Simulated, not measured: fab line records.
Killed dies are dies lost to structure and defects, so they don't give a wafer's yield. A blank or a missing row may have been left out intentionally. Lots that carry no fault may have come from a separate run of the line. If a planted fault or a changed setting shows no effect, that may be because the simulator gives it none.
Which tool is to blame? -- flow gf180mcu -- 12 lots, 36 wafers sampled, at 1 step of a route of 602

## WHAT EACH GAUGE READ, for each wafer
GF_V1_THK_MEAS_01.
lot,measured,on,V1_CVD_00_THK (nm)
L075,day 18 08:49,filmMetro-01,591 588 593
L077,day 18 21:04,filmMetro-02,594 600 598
L079,day 19 23:02,filmMetro-03,593 601 583
L082,day 20 19:01,filmMetro-03,598 600 609
L083,day 21 04:19,filmMetro-01,590 606 592
L085,day 21 17:13,filmMetro-02,585 595 597
L087,day 22 10:13,filmMetro-03,600 606 599
L089,day 23 12:43,filmMetro-03,600 611 599
L091,day 23 23:42,filmMetro-03,610 605 596
L093,day 24 15:19,filmMetro-01,611 605 606
L095,day 25 09:35,filmMetro-03,597 590 603
L097,day 25 20:59,filmMetro-03,611 601 610

## WHAT TOOL EACH LOT RAN ON (gives the tool, then ch and the chambers of the sampled wafers, and finally the start)
Record: no process step prior to these readings.

## THE ANSWER, worked out from the rows above alone
Rule: usual is defined by the lots themselves. Put in order of their means at a reading, lots are off if they are a third of the lots or fewer, leave a main group of 4 or more, and stand apart from it by a gap of 3 or more times the standard deviation of the main group's means; of several such gaps the widest counts. The tables above print the reading to a certain number of digits; a main group whose means all agree to those digits is not used. A lot without any number at a reading at which 4 lots or more have one is off too. The other lots that the step has rows for count as sound.
No lot is off on any of the readings shown, so nothing can be concluded from this.

## WHAT WAS PUT IN BY THE SIMULATOR
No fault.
